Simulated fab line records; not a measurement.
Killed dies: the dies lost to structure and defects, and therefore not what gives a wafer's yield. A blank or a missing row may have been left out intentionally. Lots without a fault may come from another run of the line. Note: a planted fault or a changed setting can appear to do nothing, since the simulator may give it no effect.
fab line records / flow gf180mcu
record: lots: 6 wafers: 18 lastDay: 34
route steps=602 shown M5@539 V5@540
lots with no fault: from the same line, run without faults
startH: the number of hours between the record's first day and the start of the first shown wafer of the lot / waitH: hours elapsed since this lot's preceding step / " repeats the value in the row above / L1.1+2: several wafers, shown together as one row / - either no value or no given start / * or withheld: withheld / < > ~ a bound
route shown NAME@n: names a module that has steps shown in the file, with the first one's number in the route / usual: mean and standard deviation over wafers with no fault / same: alike in all rows / chamber/n: place in a boat / sites: the reading at each site / _std_site: the values' standard deviation / _edge_site: mean of outer sites minus mean of inner sites / radiusMm: for every site, how far away it sits from the centre of the wafer / mask NAME#n: copy n / behind: tool/chamber where the wafer was last shaped / hold: what put the lot on hold/how long, in hours/how the hold closed / device: whichever transistor did not switch (one of n, p or np) / end of line: tests of these same wafers at the route's end / a step without rows: its recipe alone / killed: not the wafer's yield, but the dies lost to structure and defects at the first sort / map: a wafer's dies, x killed, . not, _ none there
set.NAME: the setting as run; set.NAME@STEP: as run at that earlier step / model.NAME: the simulator's own value behind a step, which no gauge read
certain route steps with their lots: each step a table, each wafer a row
services: when a tool's chamber went out of use (startH, in hours from the record's first day, below 0 if earlier), for how many hours, and the reason
== steps ==
step: GF_M5_CLEAN_13
recipe: chemistry: DIW dry: n2Spin
step: GF_V5_CVD_00
recipe: material: SiO2 targetThkNm: 300 sigmaOpenFrac: 0.3 tempC: 400 timeS: 50 sih4FlowSccm: 60 pressureMtorr: 6
step: GF_V5_THK_MEAS_01
recipe: reads: SiO2_of_V5_CVD_00
usual: V5_CVD_00_THK: 300.2/2.8
lot.wafer=L928.1 tool=filmMetro-01 chamber=- startH=626.10 waitH=0.0 V5_CVD_00_THK[nm]=297.6
lot.wafer=L928.4 tool=filmMetro-01 chamber=- startH=626.10 waitH=0.0 V5_CVD_00_THK[nm]=297.3
lot.wafer=L928.5 tool=filmMetro-01 chamber=- startH=626.10 waitH=0.0 V5_CVD_00_THK[nm]=301.2
lot.wafer=L934.1 tool=filmMetro-04 chamber=- startH=671.71 waitH=0.0 V5_CVD_00_THK[nm]=296.7
lot.wafer=L934.2 tool=filmMetro-04 chamber=- startH=671.71 waitH=0.0 V5_CVD_00_THK[nm]=301.1
lot.wafer=L934.6 tool=filmMetro-04 chamber=- startH=671.71 waitH=0.0 V5_CVD_00_THK[nm]=298.6
lot.wafer=L935.1 tool=filmMetro-01 chamber=- startH=675.68 waitH=0.0 V5_CVD_00_THK[nm]=301.5
lot.wafer=L935.3 tool=filmMetro-01 chamber=- startH=675.68 waitH=0.0 V5_CVD_00_THK[nm]=303.0
lot.wafer=L935.4 tool=filmMetro-01 chamber=- startH=675.68 waitH=0.0 V5_CVD_00_THK[nm]=302.6
lot.wafer=L940.3 tool=filmMetro-01 chamber=- startH=709.94 waitH=0.0 V5_CVD_00_THK[nm]=298.0
lot.wafer=L940.5 tool=filmMetro-01 chamber=- startH=709.94 waitH=0.0 V5_CVD_00_THK[nm]=299.7
lot.wafer=L940.6 tool=filmMetro-01 chamber=- startH=709.94 waitH=0.0 V5_CVD_00_THK[nm]=302.5
lot.wafer=L947.1 tool=filmMetro-02 chamber=- startH=750.48 waitH=0.0 V5_CVD_00_THK[nm]=298.4
lot.wafer=L947.2 tool=filmMetro-02 chamber=- startH=750.48 waitH=0.0 V5_CVD_00_THK[nm]=295.7
lot.wafer=L947.4 tool=filmMetro-02 chamber=- startH=750.48 waitH=0.0 V5_CVD_00_THK[nm]=302.2
lot.wafer=L949.2 tool=filmMetro-04 chamber=- startH=767.63 waitH=0.0 V5_CVD_00_THK[nm]=294.2
lot.wafer=L949.3 tool=filmMetro-04 chamber=- startH=767.63 waitH=0.0 V5_CVD_00_THK[nm]=303.7
lot.wafer=L949.4 tool=filmMetro-04 chamber=- startH=767.63 waitH=0.0 V5_CVD_00_THK[nm]=299.8
step: GF_V5_CVD_02
recipe: material: SiO2 targetThkNm: 1450 precursor: TEOS tempC: 400 timeS: 163.28 rfW: 600
usual: heaterPowerW: 665/110
lot.wafer=L928.1 tool=pecvd-01 chamber=1 startH=626.16 waitH=0.1 heaterPowerW=590
lot.wafer=L928.4 tool=pecvd-01 chamber=0 startH=626.16 waitH=0.1 heaterPowerW=674
lot.wafer=L928.5 tool=pecvd-01 chamber=2 startH=626.16 waitH=0.1 heaterPowerW=828
lot.wafer=L934.1 tool=pecvd-01 chamber=2 startH=671.77 waitH=0.1 heaterPowerW=819
lot.wafer=L934.2 tool=pecvd-01 chamber=1 startH=671.77 waitH=0.1 heaterPowerW=584
lot.wafer=L934.6 tool=pecvd-01 chamber=2 startH=671.77 waitH=0.1 heaterPowerW=704
lot.wafer=L935.1 tool=pecvd-01 chamber=0 startH=675.74 waitH=0.1 heaterPowerW=718
lot.wafer=L935.3 tool=pecvd-01 chamber=2 startH=675.74 waitH=0.1 heaterPowerW=840
lot.wafer=L935.4 tool=pecvd-01 chamber=0 startH=675.74 waitH=0.1 heaterPowerW=812
lot.wafer=L940.3 tool=pecvd-02 chamber=0 startH=709.98 waitH=0.0 heaterPowerW=578
lot.wafer=L940.5 tool=pecvd-02 chamber=2 startH=709.98 waitH=0.0 heaterPowerW=695
lot.wafer=L940.6 tool=pecvd-02 chamber=1 startH=709.98 waitH=0.0 heaterPowerW=702
lot.wafer=L947.1 tool=pecvd-01 chamber=0 startH=750.54 waitH=0.1 heaterPowerW=731
lot.wafer=L947.2 tool=pecvd-01 chamber=1 startH=750.54 waitH=0.1 heaterPowerW=512
lot.wafer=L947.4 tool=pecvd-01 chamber=1 startH=750.54 waitH=0.1 heaterPowerW=573
lot.wafer=L949.2 tool=pecvd-03 chamber=1 startH=767.68 waitH=0.0 heaterPowerW=739
lot.wafer=L949.3 tool=pecvd-03 chamber=2 startH=767.68 waitH=0.0 heaterPowerW=672
lot.wafer=L949.4 tool=pecvd-03 chamber=2 startH=767.68 waitH=0.0 heaterPowerW=562
step: GF_V5_THK_MEAS_03
recipe: reads: SiO2_of_V5_CVD_02
usual: V5_CVD_02_THK: 1450/19
lot.wafer=L928.1 tool=filmMetro-02 chamber=- startH=626.27 waitH=0.1 V5_CVD_02_THK[nm]=1423
lot.wafer=L928.4 tool=filmMetro-02 chamber=- startH=626.27 waitH=0.1 V5_CVD_02_THK[nm]=1469
lot.wafer=L928.5 tool=filmMetro-02 chamber=- startH=626.27 waitH=0.1 V5_CVD_02_THK[nm]=1473
lot.wafer=L934.1 tool=filmMetro-02 chamber=- startH=671.87 waitH=0.1 V5_CVD_02_THK[nm]=1443
lot.wafer=L934.2 tool=filmMetro-02 chamber=- startH=671.87 waitH=0.1 V5_CVD_02_THK[nm]=1420
lot.wafer=L934.6 tool=filmMetro-02 chamber=- startH=671.87 waitH=0.1 V5_CVD_02_THK[nm]=1472
lot.wafer=L935.1 tool=filmMetro-01 chamber=- startH=675.85 waitH=0.1 V5_CVD_02_THK[nm]=1440
lot.wafer=L935.3 tool=filmMetro-01 chamber=- startH=675.85 waitH=0.1 V5_CVD_02_THK[nm]=1442
lot.wafer=L935.4 tool=filmMetro-01 chamber=- startH=675.85 waitH=0.1 V5_CVD_02_THK[nm]=1469
lot.wafer=L940.3 tool=filmMetro-02 chamber=- startH=710.11 waitH=0.1 V5_CVD_02_THK[nm]=1432
lot.wafer=L940.5 tool=filmMetro-02 chamber=- startH=710.11 waitH=0.1 V5_CVD_02_THK[nm]=1447
lot.wafer=L940.6 tool=filmMetro-02 chamber=- startH=710.11 waitH=0.1 V5_CVD_02_THK[nm]=1429
lot.wafer=L947.1 tool=filmMetro-01 chamber=- startH=750.65 waitH=0.1 V5_CVD_02_THK[nm]=1446
lot.wafer=L947.2 tool=filmMetro-01 chamber=- startH=750.65 waitH=0.1 V5_CVD_02_THK[nm]=1442
lot.wafer=L947.4 tool=filmMetro-01 chamber=- startH=750.65 waitH=0.1 V5_CVD_02_THK[nm]=1455
lot.wafer=L949.2 tool=filmMetro-04 chamber=- startH=767.80 waitH=0.1 V5_CVD_02_THK[nm]=1430
lot.wafer=L949.3 tool=filmMetro-04 chamber=- startH=767.80 waitH=0.1 V5_CVD_02_THK[nm]=1436
lot.wafer=L949.4 tool=filmMetro-04 chamber=- startH=767.80 waitH=0.1 V5_CVD_02_THK[nm]=1481
step: GF_V5_CMP_04
recipe: material: SiO2 downForcePsi: 4 platenRpm: 60 padVelocityMS: 0.94248
usual: edgeZonePressureFrac: 1.000/0.0053 motorCurrentA: 11.9/1.3
lot.wafer=L928.1 tool=cmp-01 chamber=2 startH=626.33 waitH=0.1 edgeZonePressureFrac=1.006 motorCurrentA=10.5
lot.wafer=L928.4 tool=cmp-01 chamber=1 startH=626.33 waitH=0.1 edgeZonePressureFrac=0.997 motorCurrentA=9.0
lot.wafer=L928.5 tool=cmp-01 chamber=3 startH=626.33 waitH=0.1 edgeZonePressureFrac=1.003 motorCurrentA=12.2
lot.wafer=L934.1 tool=cmp-01 chamber=2 startH=671.93 waitH=0.1 edgeZonePressureFrac=1.000 motorCurrentA=10.9
lot.wafer=L934.2 tool=cmp-01 chamber=3 startH=671.93 waitH=0.1 edgeZonePressureFrac=0.991 motorCurrentA=12.4
lot.wafer=L934.6 tool=cmp-01 chamber=2 startH=671.93 waitH=0.1 edgeZonePressureFrac=1.006 motorCurrentA=10.9
lot.wafer=L935.4 tool=cmp-01 chamber=3 startH=675.96 waitH=0.1 edgeZonePressureFrac=1.001 motorCurrentA=12.4
lot.wafer=L935.3 tool=cmp-01 chamber=0 startH=675.96 waitH=0.1 edgeZonePressureFrac=1.003 motorCurrentA=12.1
lot.wafer=L935.1 tool=cmp-01 chamber=1 startH=675.96 waitH=0.1 edgeZonePressureFrac=0.999 motorCurrentA=9.4
lot.wafer=L940.3 tool=cmp-01 chamber=3 startH=710.15 waitH=0.0 edgeZonePressureFrac=1.003 motorCurrentA=12.7
lot.wafer=L940.5 tool=cmp-01 chamber=3 startH=710.15 waitH=0.0 edgeZonePressureFrac=1.004 motorCurrentA=12.0
lot.wafer=L940.6 tool=cmp-01 chamber=0 startH=710.15 waitH=0.0 edgeZonePressureFrac=0.999 motorCurrentA=12.4
lot.wafer=L947.2 tool=cmp-01 chamber=2 startH=750.71 waitH=0.0 edgeZonePressureFrac=1.003 motorCurrentA=10.7
lot.wafer=L947.4 tool=cmp-01 chamber=0 startH=750.71 waitH=0.0 edgeZonePressureFrac=0.988 motorCurrentA=13.0
lot.wafer=L947.1 tool=cmp-01 chamber=1 startH=750.71 waitH=0.0 edgeZonePressureFrac=0.996 motorCurrentA=9.5
lot.wafer=L949.2 tool=cmp-02 chamber=1 startH=767.85 waitH=0.0 edgeZonePressureFrac=0.997 motorCurrentA=13.1
lot.wafer=L949.4 tool=cmp-02 chamber=2 startH=767.85 waitH=0.0 edgeZonePressureFrac=0.996 motorCurrentA=12.1
lot.wafer=L949.3 tool=cmp-02 chamber=0 startH=767.85 waitH=0.0 edgeZonePressureFrac=0.994 motorCurrentA=13.4
step: GF_V5_BOW_MEAS_05
recipe: mode: bow
usual: V5_BOW: 137/9.8
lot.wafer=L928.1 tool=filmMetro-02 chamber=- startH=626.63 waitH=0.2 V5_BOW[um]=145
lot.wafer=L928.4 tool=filmMetro-02 chamber=- startH=626.63 waitH=0.2 V5_BOW[um]=139
lot.wafer=L928.5 tool=filmMetro-02 chamber=- startH=626.63 waitH=0.2 V5_BOW[um]=149
lot.wafer=L934.1 tool=filmMetro-01 chamber=- startH=672.23 waitH=0.2 V5_BOW[um]=133
lot.wafer=L934.2 tool=filmMetro-01 chamber=- startH=672.23 waitH=0.2 V5_BOW[um]=137
lot.wafer=L934.6 tool=filmMetro-01 chamber=- startH=672.23 waitH=0.2 V5_BOW[um]=138
lot.wafer=L935.1 tool=filmMetro-02 chamber=- startH=676.21 waitH=0.1 V5_BOW[um]=135
lot.wafer=L935.3 tool=filmMetro-02 chamber=- startH=676.21 waitH=0.1 V5_BOW[um]=147
lot.wafer=L935.4 tool=filmMetro-02 chamber=- startH=676.21 waitH=0.1 V5_BOW[um]=141
lot.wafer=L940.3 tool=filmMetro-01 chamber=- startH=710.49 waitH=0.3 V5_BOW[um]=141
lot.wafer=L940.5 tool=filmMetro-01 chamber=- startH=710.49 waitH=0.3 V5_BOW[um]=144
lot.wafer=L940.6 tool=filmMetro-01 chamber=- startH=710.49 waitH=0.3 V5_BOW[um]=142
lot.wafer=L947.1 tool=filmMetro-04 chamber=- startH=751.01 waitH=0.1 V5_BOW[um]=134
lot.wafer=L947.2 tool=filmMetro-04 chamber=- startH=751.01 waitH=0.1 V5_BOW[um]=135
lot.wafer=L947.4 tool=filmMetro-04 chamber=- startH=751.01 waitH=0.1 V5_BOW[um]=144
lot.wafer=L949.2 tool=filmMetro-01 chamber=- startH=768.19 waitH=0.3 V5_BOW[um]=154
lot.wafer=L949.3 tool=filmMetro-01 chamber=- startH=768.19 waitH=0.3 V5_BOW[um]=141
lot.wafer=L949.4 tool=filmMetro-01 chamber=- startH=768.19 waitH=0.3 V5_BOW[um]=155
step: GF_V5_DEHYDRATE_06
recipe: tempC: 200 timeS: 60
step: GF_V5_HMDS_07
recipe: primeTimeS: 60 primeTempC: 120
step: GF_V5_COAT_08
recipe: resist: BARC tempC: withheld timeS: withheld spinRpm: withheld resistThkNm: withheld
step: GF_V5_COAT_09
recipe: resist: KrF spinRpm: withheld resistThkNm: 1000
step: GF_V5_SOFTBAKE_10
recipe: tempC: 130 timeS: 60 resist: KrF
step: GF_V5_EXPOSE_11
recipe: maskId: Via5 targetCdNm: 260 na: 0.68 sourceShape: conventional sigmaOuter: 0.6 doseMj: 38
usual: exposureDoseMJCm2: 37.93/0.043 focusOffsetNm: -0.1/0.69
lot.wafer=L928.1 tool=krfScanner-01 chamber=0 startH=637.25 waitH=- mask=Via5#0 exposureDoseMJCm2=37.94 focusOffsetNm=-0.5
lot.wafer=L928.4 tool=krfScanner-01 chamber=0 startH=637.25 waitH=- mask=Via5#0 exposureDoseMJCm2=37.94 focusOffsetNm=-1.1
lot.wafer=L928.5 tool=krfScanner-01 chamber=0 startH=637.25 waitH=- mask=Via5#0 exposureDoseMJCm2=37.91 focusOffsetNm=-0.7
lot.wafer=L934.1 tool=krfScanner-01 chamber=- startH=682.23 waitH=- mask=Via5#0 exposureDoseMJCm2=- focusOffsetNm=-
lot.wafer=L934.2 tool=krfScanner-01 chamber=- startH=682.23 waitH=- mask=Via5#0 exposureDoseMJCm2=- focusOffsetNm=-
lot.wafer=L934.6 tool=krfScanner-01 chamber=- startH=682.23 waitH=- mask=Via5#0 exposureDoseMJCm2=- focusOffsetNm=-
lot.wafer=L935.1 tool=krfScanner-01 chamber=- startH=685.79 waitH=- mask=Via5#0 exposureDoseMJCm2=- focusOffsetNm=-
lot.wafer=L935.3 tool=krfScanner-01 chamber=- startH=685.79 waitH=- mask=Via5#0 exposureDoseMJCm2=- focusOffsetNm=-
lot.wafer=L935.4 tool=krfScanner-01 chamber=- startH=685.79 waitH=- mask=Via5#0 exposureDoseMJCm2=- focusOffsetNm=-
lot.wafer=L940.3 tool=krfScanner-01 chamber=0 startH=719.78 waitH=- mask=Via5#0 exposureDoseMJCm2=37.92 focusOffsetNm=0.2
lot.wafer=L940.5 tool=krfScanner-01 chamber=0 startH=719.78 waitH=- mask=Via5#0 exposureDoseMJCm2=37.97 focusOffsetNm=-0.9
lot.wafer=L940.6 tool=krfScanner-01 chamber=0 startH=719.78 waitH=- mask=Via5#0 exposureDoseMJCm2=37.91 focusOffsetNm=-0.5
lot.wafer=L947.1 tool=krfScanner-01 chamber=0 startH=760.16 waitH=- mask=Via5#0 exposureDoseMJCm2=37.92 focusOffsetNm=-0.4
lot.wafer=L947.2 tool=krfScanner-01 chamber=0 startH=760.16 waitH=- mask=Via5#0 exposureDoseMJCm2=37.96 focusOffsetNm=-1.1
lot.wafer=L947.4 tool=krfScanner-01 chamber=0 startH=760.16 waitH=- mask=Via5#0 exposureDoseMJCm2=37.94 focusOffsetNm=-1.4
lot.wafer=L949.2 tool=krfScanner-01 chamber=0 startH=776.01 waitH=- mask=Via5#0 exposureDoseMJCm2=37.92 focusOffsetNm=0.2
lot.wafer=L949.3 tool=krfScanner-01 chamber=0 startH=776.01 waitH=- mask=Via5#0 exposureDoseMJCm2=37.98 focusOffsetNm=0.2
lot.wafer=L949.4 tool=krfScanner-01 chamber=0 startH=776.01 waitH=- mask=Via5#0 exposureDoseMJCm2=37.91 focusOffsetNm=0.3
step: GF_V5_PEB_12
recipe: pebTempC: 135 pebTimeS: 90 resist: KrF
== services ==
tool=pecvd-03 chamber=0 startH=605.12 hours=- kind=clean
tool=pecvd-03 chamber=1 startH=605.12 hours=- kind=clean
tool=pecvd-03 chamber=2 startH=605.12 hours=- kind=clean
tool=pecvd-03 chamber=- startH=607.12 hours=0.9 kind=repair
tool=pecvd-01 chamber=2 startH=616.66 hours=3.4 kind=repair
tool=krfScanner-01 chamber=- startH=631.61 hours=1.0 kind=pm
tool=krfScanner-01 chamber=- startH=633.39 hours=2.5 kind=repair
tool=krfScanner-01 chamber=- startH=645.42 hours=1.3 kind=pm
tool=pecvd-03 chamber=2 startH=653.76 hours=2.6 kind=repair
tool=krfScanner-01 chamber=0 startH=659.41 hours=- kind=calibration
tool=cmp-02 chamber=- startH=681.99 hours=4.3 kind=repair
tool=cmp-02 chamber=- startH=686.49 hours=2.2 kind=repair
tool=cmp-01 chamber=- startH=688.72 hours=3.1 kind=pm
tool=cmp-02 chamber=- startH=710.60 hours=1.7 kind=repair
tool=pecvd-01 chamber=- startH=738.87 hours=0.8 kind=repair
tool=pecvd-03 chamber=- startH=740.57 hours=2.2 kind=repair
tool=cmp-02 chamber=- startH=744.04 hours=4.0 kind=pm
tool=cmp-01 chamber=- startH=755.17 hours=4.9 kind=repair
tool=krfScanner-01 chamber=- startH=755.53 hours=0.8 kind=pm
tool=pecvd-03 chamber=0 startH=758.16 hours=5.0 kind=repair
tool=pecvd-01 chamber=- startH=761.02 hours=29.4 kind=repair
tool=cmp-01 chamber=- startH=772.48 hours=0.3 kind=repair
tool=cmp-02 chamber=- startH=773.67 hours=0.5 kind=repair
tool=pecvd-02 chamber=- startH=774.23 hours=9.2 kind=repair
== key ==
firstSign: step: GF_V5_EXPOSE_11 reading: toolRecord direction: missing
effect none on later readings
metAt GF_V5_EXPOSE_11
struckWafers L934.1,L934.2,L934.6,L935.1,L935.3,L935.4
laterRowsLeftOut L934.1,L934.2,L934.6,L935.1,L935.3,L935.4
sortLeftOut L934.1,L934.2,L934.6,L935.1,L935.3,L935.4
onsetBetween 637.25 682.23
fault: kind: skippedStepWhole tool: krfScanner-01 chamber: - onsetH: 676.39 steps: GF_V5_EXPOSE_11 scope: struckLotsOnly
sortLeftOut: the simulated sort isn't trusted on such a fault, so these wafers' sort isn't shown, and their yield isn't known
laterRowsLeftOut: the simulator's readings of these wafers behind a module that went badly wrong aren't trusted and aren't shown, but for the sort
